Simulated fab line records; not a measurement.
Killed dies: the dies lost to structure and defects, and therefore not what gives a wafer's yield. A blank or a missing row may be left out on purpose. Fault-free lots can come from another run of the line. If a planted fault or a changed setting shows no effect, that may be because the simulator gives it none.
fab line records ; flow sky130
record: lots: 6; wafers: 18; last-day: 50
route steps=708 shown VT_ADJUST_HVTR@133 VT_ADJUST_PCH@143
lots that met no fault: from a run of the same line without faults
start-h: the number of hours between the record's first day and the start of the first shown wafer of the lot ; wait-h: how many hours have passed since the lot's step before this one ; " identical to the entry in the row above ; L1.1+2: several wafers, shown together as one row ; - no value, or no start was given ; * or withheld: withheld ; < > ~ a bound
route shown NAME@n: names a module that has steps shown in the file, with the first one's number in the route ; usual: mean and standard deviation over wafers with no fault ; same: alike in all rows ; chamber/n: place in a boat ; sites: per-site readings ; _std_site: standard deviation of those values ; _edge_site: outer sites' mean less inner sites' ; radius-mm: for every site, how far away it sits from the centre of the wafer ; mask NAME#n: copy n ; behind: the tool/chamber that last shaped the wafer ; hold: what put the lot on hold/how long, in hours/how the hold closed ; device: transistor that didn't switch, given as n, p or np ; end of line: the tests these same wafers got at the end of their route ; a step with no rows: only its recipe ; killed: the dies lost at the first sort to structure and to defects; this is not the yield of the wafer ; map: a wafer's dies, marking killed ones x, the rest . and places with no die _
set.NAME: the setting the step ran with; set.NAME@STEP: the setting that earlier step ran with ; model.NAME: the simulator's own value behind a step, which no gauge read
lots seen at some steps along the route; tables by step, rows by wafer
services: when a tool's chamber went out of use (start-h, in hours from the record's first day, below 0 if earlier), for how many hours, and the reason
== steps ==
step: SKY_VT_ADJUST_HVTR_COAT_02
recipe: resist: NOVOLAK; spin-rpm: 3000; resist-thk-nm: 1140
step: SKY_VT_ADJUST_HVTR_SOFTBAKE_03
recipe: temp-c: 90; time-s: 60; resist: NOVOLAK
step: SKY_VT_ADJUST_HVTR_EXPOSE_04
recipe: mask-id: HVTRM; target-cd-nm: 380; na: 0.6; source-shape: conventional; sigma-outer: 0.6; dose-mj: 150
step: SKY_VT_ADJUST_HVTR_PEB_05
recipe: temp-c: withheld; time-s: *; resist: NOVOLAK
step: SKY_VT_ADJUST_HVTR_DEVELOP_06
recipe: develop-time-s: 60; dev-temp-c: 22.37
step: SKY_VT_ADJUST_HVTR_CD_MEAS_07
recipe: target-cd-nm: 380
usual: cd-nm: 380.5/3
lot.wafer;tool;chamber;start-h;wait-h;cd-nm
L824.2;cd-sem-02;-;220.84;0.1;382.1
L824.5;cd-sem-02;-;220.84;0.1;381.6
L824.6;cd-sem-02;-;220.84;0.1;379.6
L827.3;cd-sem-01;-;244.26;0.1;384.4
L827.5;cd-sem-01;-;244.26;0.1;383.6
L827.6;cd-sem-01;-;244.26;0.1;384.8
L836.1;cd-sem-02;-;309.45;0.1;379.8
L836.2;cd-sem-02;-;309.45;0.1;379.6
L836.4;cd-sem-02;-;309.45;0.1;378.8
L837.3;cd-sem-02;-;318.91;0.1;378.0
L837.4;cd-sem-02;-;318.91;0.1;378.3
L837.5;cd-sem-02;-;318.91;0.1;377.4
L844.2;cd-sem-01;-;363.22;0.1;380.3
L844.4;cd-sem-01;-;363.22;0.1;383.0
L844.5;cd-sem-01;-;363.22;0.1;377.0
L845.1;cd-sem-01;-;376.30;0.1;378.4
L845.5;cd-sem-01;-;376.30;0.1;375.5
L845.6;cd-sem-01;-;376.30;0.1;373.6
step: SKY_VT_ADJUST_HVTR_OVL_MEAS_08
usual: VT_ADJUST_HVTR_OVL: -0.4/1.3
lot.wafer;tool;chamber;start-h;wait-h;VT_ADJUST_HVTR_OVL[nm]
L824.2;overlay-02;-;220.95;0.1;1.0
L824.5;overlay-02;-;220.95;0.1;1.0
L824.6;overlay-02;-;220.95;0.1;0.3
L827.3;overlay-02;-;244.35;0.1;1.2
L827.5;overlay-02;-;244.35;0.1;-0.6
L827.6;overlay-02;-;244.35;0.1;1.9
L836.1;overlay-01;-;309.57;0.1;0.9
L836.2;overlay-01;-;309.57;0.1;1.1
L836.4;overlay-01;-;309.57;0.1;1.6
L837.3;overlay-02;-;319.00;0.1;0.1
L837.4;overlay-02;-;319.00;0.1;-2.3
L837.5;overlay-02;-;319.00;0.1;-1.8
L844.2;overlay-02;-;363.33;0.1;-1.0
L844.4;overlay-02;-;363.33;0.1;-0.1
L844.5;overlay-02;-;363.33;0.1;-1.8
L845.1;overlay-01;-;376.42;0.1;0.6
L845.5;overlay-01;-;376.42;0.1;1.1
L845.6;overlay-01;-;376.42;0.1;-1.3
step: SKY_VT_ADJUST_HVTR_IMPLANT_09
recipe: species: B; energy-kev: 10; dose-cm2: 2.1e+12; tilt-deg: withheld
step: SKY_VT_ADJUST_HVTR_STRIP_10
recipe: chemistry: O2/N2; power-w: 1400; pressure-mtorr: 1500; platen-temp-c: withheld; o2-flow-sccm: 3000; n2-flow-sccm: 300; overash-fraction: 0.5
usual: drypump-motor-current-A: 5.8/0.6; o2-flow-sccm: 3001/9.4; oes-product-au: 0.716/0.0052; strip-time-to-endpoint-s: 14.17/0.038
lot.wafer;tool;chamber;start-h;wait-h;drypump-motor-current-A;o2-flow-sccm;oes-product-au;rf-hours-counter-h;strip-time-to-endpoint-s
L824.2;plasma-asher-04;0;221.13;0.1;6.6;3016;0.715;10;14.16
L824.5;plasma-asher-04;0;221.13;0.1;6.6;3006;0.722;-;14.15
L824.6;plasma-asher-04;1;221.13;0.1;5.3;2993;0.712;-;14.12
L827.3;plasma-asher-01;0;244.56;0.1;4.9;3001;0.721;-;14.21
L827.5;plasma-asher-01;1;244.56;0.1;6.1;3001;0.717;-;14.18
L827.6;plasma-asher-01;0;244.56;0.1;4.8;3002;0.722;-;14.19
L836.1;plasma-asher-04;0;309.76;0.1;6.6;2989;0.713;19;14.05
L836.2;plasma-asher-04;1;309.76;0.1;5.3;2997;0.721;19;14.09
L836.4;plasma-asher-04;0;309.76;0.1;6.6;3001;0.718;-;14.08
L837.3;plasma-asher-04;1;319.21;0.1;5.3;3016;0.723;-;14.16
L837.4;plasma-asher-04;0;319.21;0.1;6.6;2997;0.725;-;14.19
L837.5;plasma-asher-04;0;319.21;0.1;6.6;3002;0.715;-;14.17
L844.2;plasma-asher-01;0;363.51;0.1;4.9;2983;0.713;54;14.22
L844.4;plasma-asher-01;0;363.51;0.1;4.9;2984;0.720;-;14.19
L844.5;plasma-asher-01;1;363.51;0.1;6.1;3009;0.718;-;14.23
L845.1;plasma-asher-03;0;376.61;0.1;6.1;3003;0.720;70;14.17
L845.5;plasma-asher-03;0;376.61;0.1;6.1;3022;0.721;-;14.14
L845.6;plasma-asher-03;1;376.61;0.1;5.9;3010;0.720;-;14.20
step: SKY_VT_ADJUST_HVTR_TW_MEAS_11
usual: VT_ADJUST_HVTR_TW: 210.4/1.5
lot.wafer;tool;chamber;start-h;wait-h;VT_ADJUST_HVTR_TW
L824.2;film-metro-02;-;221.24;0.1;208.5
L824.5;film-metro-02;-;221.24;0.1;208.3
L824.6;film-metro-02;-;221.24;0.1;207.7
L827.3;film-metro-03;-;244.65;0.1;211.0
L827.5;film-metro-03;-;244.65;0.1;210.1
L827.6;film-metro-03;-;244.65;0.1;210.4
L836.1;film-metro-03;-;309.86;0.1;212.3
L836.2;film-metro-03;-;309.86;0.1;212.2
L836.4;film-metro-03;-;309.86;0.1;211.5
L837.3;film-metro-01;-;319.30;0.1;211.8
L837.4;film-metro-01;-;319.30;0.1;211.9
L837.5;film-metro-01;-;319.30;0.1;211.2
L844.2;film-metro-03;-;363.62;0.1;212.0
L844.4;film-metro-03;-;363.62;0.1;211.6
L844.5;film-metro-03;-;363.62;0.1;212.2
L845.1;film-metro-03;-;376.71;0.1;211.0
L845.5;film-metro-03;-;376.71;0.1;211.1
L845.6;film-metro-03;-;376.71;0.1;210.6
step: SKY_VT_ADJUST_PCH_DEHYDRATE_00
recipe: temp-c: 200; time-s: 60
step: SKY_VT_ADJUST_PCH_HMDS_01
recipe: prime-time-s: 60; prime-temp-c: 120
step: SKY_VT_ADJUST_PCH_COAT_02
recipe: spin-rpm: 2000; resist-thk-nm: 3000
usual: exhaust-pa: 44.9/0.85; spin-speed-rpm: 1999.9/1.1
lot.wafer;tool;chamber;start-h;wait-h;exhaust-pa;spin-speed-rpm;model.coat_of_VT_ADJUST_PCH_COAT_02.thk-nm
L824.2;litho-track-04;0;231.65;0.1;44.5;2001.0;2993
L824.5;litho-track-04;0;231.65;0.1;45.4;1999.1;2991
L824.6;litho-track-04;0;231.65;0.1;44.7;1999.3;2995
L827.3;litho-track-01;0;256.27;0.1;45.2;2000.3;2997
L827.5;litho-track-01;0;256.27;0.1;46.6;1999.5;3016
L827.6;litho-track-01;0;256.27;0.1;45.6;2001.3;3001
L836.1;litho-track-04;0;322.62;0.1;45.8;2435.5;2701
L836.2;litho-track-04;0;322.62;0.1;44.4;2436.4;2704
L836.4;litho-track-04;0;322.62;0.1;44.5;2435.7;2701
L837.3;litho-track-04;0;332.32;0.1;46.1;2435.6;2709
L837.4;litho-track-04;0;332.32;0.1;44.6;2436.3;2711
L837.5;litho-track-04;0;332.32;0.1;43.9;2436.7;2708
L844.2;litho-track-01;0;377.09;0.1;44.7;2002.1;3006
L844.4;litho-track-01;0;377.09;0.1;44.7;2002.8;3010
L844.5;litho-track-01;0;377.09;0.1;45.5;2000.6;3006
L845.1;litho-track-02;0;390.60;0.1;45.9;1999.2;2999
L845.5;litho-track-02;0;390.60;0.1;46.0;2000.5;2992
L845.6;litho-track-02;0;390.60;0.1;46.2;1998.3;2995
step: SKY_VT_ADJUST_PCH_SOFTBAKE_03
recipe: temp-c: 110; time-s: withheld
step: SKY_VT_ADJUST_PCH_EXPOSE_04
recipe: mask-id: NWM; na: 0.6; source-shape: conventional; sigma-outer: 0.6; polarization: unpolarized; target-cd-nm: 840; dose-mj: 255
step: SKY_VT_ADJUST_PCH_PEB_05
recipe: temp-c: 115; time-s: withheld
step: SKY_VT_ADJUST_PCH_DEVELOP_06
recipe: wall-angle-deg: 90; developer: TMAH; develop-time-s: 60; dev-temp-c: 23
usual: exhaust-pa: 45.0/1.1
lot.wafer;tool;chamber;start-h;wait-h;exhaust-pa;model.coat_of_VT_ADJUST_PCH_COAT_02.thk-nm
L824.2;litho-track-01;0;-;-;44.2;2989
L824.5;litho-track-01;0;-;-;44.8;2987
L824.6;litho-track-01;0;-;-;44.9;2991
L827.3;litho-track-04;0;-;-;45.0;2993
L827.5;litho-track-04;0;-;-;45.5;3012
L827.6;litho-track-04;0;-;-;45.3;2997
L836.1;litho-track-01;0;-;-;46.0;2697
L836.2;litho-track-01;0;-;-;45.5;2700
L836.4;litho-track-01;0;-;-;44.4;2697
L837.3;litho-track-04;0;-;-;46.2;2705
L837.4;litho-track-04;0;-;-;45.2;2706
L837.5;litho-track-04;0;-;-;45.0;2704
L844.2;litho-track-02;0;-;-;45.0;3002
L844.4;litho-track-02;0;-;-;43.6;3005
L844.5;litho-track-02;0;-;-;44.4;3002
L845.1;litho-track-01;0;-;-;44.5;2994
L845.5;litho-track-01;0;-;-;45.7;2988
L845.6;litho-track-01;0;-;-;46.7;2991
step: SKY_VT_ADJUST_PCH_OVL_MEAS_07
usual: VT_ADJUST_PCH_OVL: -0.3/1.4
lot.wafer;tool;chamber;start-h;wait-h;VT_ADJUST_PCH_OVL[nm]
L824.2;overlay-02;-;244.02;-;0.8
L824.5;overlay-02;-;244.02;-;-0.9
L824.6;overlay-02;-;244.02;-;-0.1
L827.3;overlay-02;-;268.68;-;-0.8
L827.5;overlay-02;-;268.68;-;0.6
L827.6;overlay-02;-;268.68;-;-0.2
L836.1;overlay-02;-;336.07;-;-0.3
L836.2;overlay-02;-;336.07;-;-0.3
L836.4;overlay-02;-;336.07;-;-0.8
L837.3;overlay-01;-;345.23;-;0.9
L837.4;overlay-01;-;345.23;-;-0.1
L837.5;overlay-01;-;345.23;-;1.2
L844.2;overlay-01;-;392.20;-;0.8
L844.4;overlay-01;-;392.20;-;-0.7
L844.5;overlay-01;-;392.20;-;0.0
L845.1;overlay-02;-;405.12;-;2.8
L845.5;overlay-02;-;405.12;-;1.2
L845.6;overlay-02;-;405.12;-;0.4
step: SKY_VT_ADJUST_PCH_IMPLANT_08
recipe: species: B; energy-kev: 10; dose-cm2: 5e+11; tilt-deg: withheld
step: SKY_VT_ADJUST_PCH_STRIP_09
recipe: chemistry: O2/N2; power-w: 1400; pressure-mtorr: 1500; platen-temp-c: withheld; o2-flow-sccm: 3000; n2-flow-sccm: 300; overash-fraction: 0.5
usual: drypump-motor-current-A: 5.6/0.53; o2-flow-sccm: 3001/9; oes-product-au: 0.722/0.0044; strip-time-to-endpoint-s: 36.90/0.13
lot.wafer;tool;chamber;start-h;wait-h;drypump-motor-current-A;o2-flow-sccm;oes-product-au;rf-hours-counter-h;strip-time-to-endpoint-s
L824.2;plasma-asher-02;0;244.35;0.2;4.9;3001;0.728;53;36.83
L824.5;plasma-asher-02;0;244.35;0.2;4.9;2996;0.719;-;36.81
L824.6;plasma-asher-02;1;244.35;0.2;5.5;3003;0.723;-;36.85
L827.3;plasma-asher-02;0;268.89;0.1;4.9;3000;0.722;-;36.87
L827.5;plasma-asher-02;0;268.89;0.1;4.9;2987;0.727;-;37.10
L827.6;plasma-asher-02;1;268.89;0.1;5.5;2997;0.719;-;36.94
L836.1;plasma-asher-04;1;336.25;0.1;5.3;3014;0.716;21;33.47
L836.2;plasma-asher-04;0;336.25;0.1;6.6;3003;0.717;21;33.52
L836.4;plasma-asher-04;0;336.25;0.1;6.6;3011;0.717;-;33.50
L837.3;plasma-asher-02;1;345.44;0.1;5.5;3000;0.723;-;33.61
L837.4;plasma-asher-02;0;345.44;0.1;4.9;2988;0.720;-;33.59
L837.5;plasma-asher-02;1;345.44;0.1;5.5;3009;0.720;-;33.58
L844.2;plasma-asher-02;0;392.38;0.1;4.9;3005;0.720;67;36.98
L844.4;plasma-asher-02;0;392.38;0.1;4.9;2997;0.716;-;37.03
L844.5;plasma-asher-02;1;392.38;0.1;5.5;2991;0.723;-;36.98
L845.1;plasma-asher-02;1;405.30;0.1;5.5;2997;0.728;69;36.89
L845.5;plasma-asher-02;0;405.30;0.1;4.9;3020;0.720;-;36.81
L845.6;plasma-asher-02;1;405.30;0.1;5.5;2999;0.718;-;36.85
step: SKY_VT_ADJUST_PCH_TW_MEAS_10
usual: VT_ADJUST_PCH_TW: 142.7/1.6
lot.wafer;tool;chamber;start-h;wait-h;VT_ADJUST_PCH_TW
L824.2;film-metro-02;-;244.46;0.1;141.5
L824.5;film-metro-02;-;244.46;0.1;141.8
L824.6;film-metro-02;-;244.46;0.1;141.2
L827.3;film-metro-01;-;268.98;0.1;141.9
L827.5;film-metro-01;-;268.98;0.1;141.3
L827.6;film-metro-01;-;268.98;0.1;142.0
L836.1;film-metro-02;-;336.35;0.1;141.5
L836.2;film-metro-02;-;336.35;0.1;139.9
L836.4;film-metro-02;-;336.35;0.1;140.6
L837.3;film-metro-02;-;345.53;0.1;141.0
L837.4;film-metro-02;-;345.53;0.1;141.4
L837.5;film-metro-02;-;345.53;0.1;141.0
L844.2;film-metro-04;-;392.49;0.1;145.1
L844.4;film-metro-04;-;392.49;0.1;144.5
L844.5;film-metro-04;-;392.49;0.1;145.2
L845.1;film-metro-02;-;405.40;0.1;141.8
L845.5;film-metro-02;-;405.40;0.1;141.7
L845.6;film-metro-02;-;405.40;0.1;140.9
== services ==
tool;chamber;start-h;hours;kind
plasma-asher-02;-;215.61;13.1;repair
plasma-asher-03;-;338.23;4.0;repair
litho-track-02;-;383.82;-;consumable-replace:filter
plasma-asher-03;-;386.30;14.6;pm
== key ==
first-sign: step: SKY_VT_ADJUST_PCH_COAT_02; reading: spin-speed-rpm; direction: up; sigmas: 99+; usual: 1999.9; struck: 2436.0
effect: step: SKY_VT_ADJUST_PCH_STRIP_09; reading: strip-time-to-endpoint-s; direction: down; sigmas: 27; usual: *; struck: *
model-effect: step: SKY_VT_ADJUST_PCH_COAT_02; value: coat_of_VT_ADJUST_PCH_COAT_02.thk-nm; without: 2986; struck: 2706
model-effect: step: SKY_VT_ADJUST_PCH_DEVELOP_06; value: coat_of_VT_ADJUST_PCH_COAT_02.thk-nm; without: 2982; struck: 2701
met-at SKY_VT_ADJUST_PCH_COAT_02
struck-wafers L836.1,L836.2,L836.4,L837.3,L837.4,L837.5
sort-left-out L836.1,L836.2,L836.4,L837.3,L837.4,L837.5
tester-left-out L836,L837
onset-between 231.65 322.62
fault: kind: process-parameter-drift; tool: litho-track-04; chamber: -; onset-h: 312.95; steps: SKY_VT_ADJUST_PCH_COAT_02; channel: spin-rpm; offset: 435.93; shape: step; end-h: 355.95; acts-in: these-recipes-only; stated: 2000
tester-left-out: of these lots the tester's yield and bins aren't shown, on N5 and GAA mostly nor the transistor test; their killed dies are dies lost to structure and defects alone, not to doping, threshold or leakage, so they don't give the yield
sort-left-out: the simulated sort isn't trusted on such a fault, so these wafers' sort isn't shown, and their yield isn't known
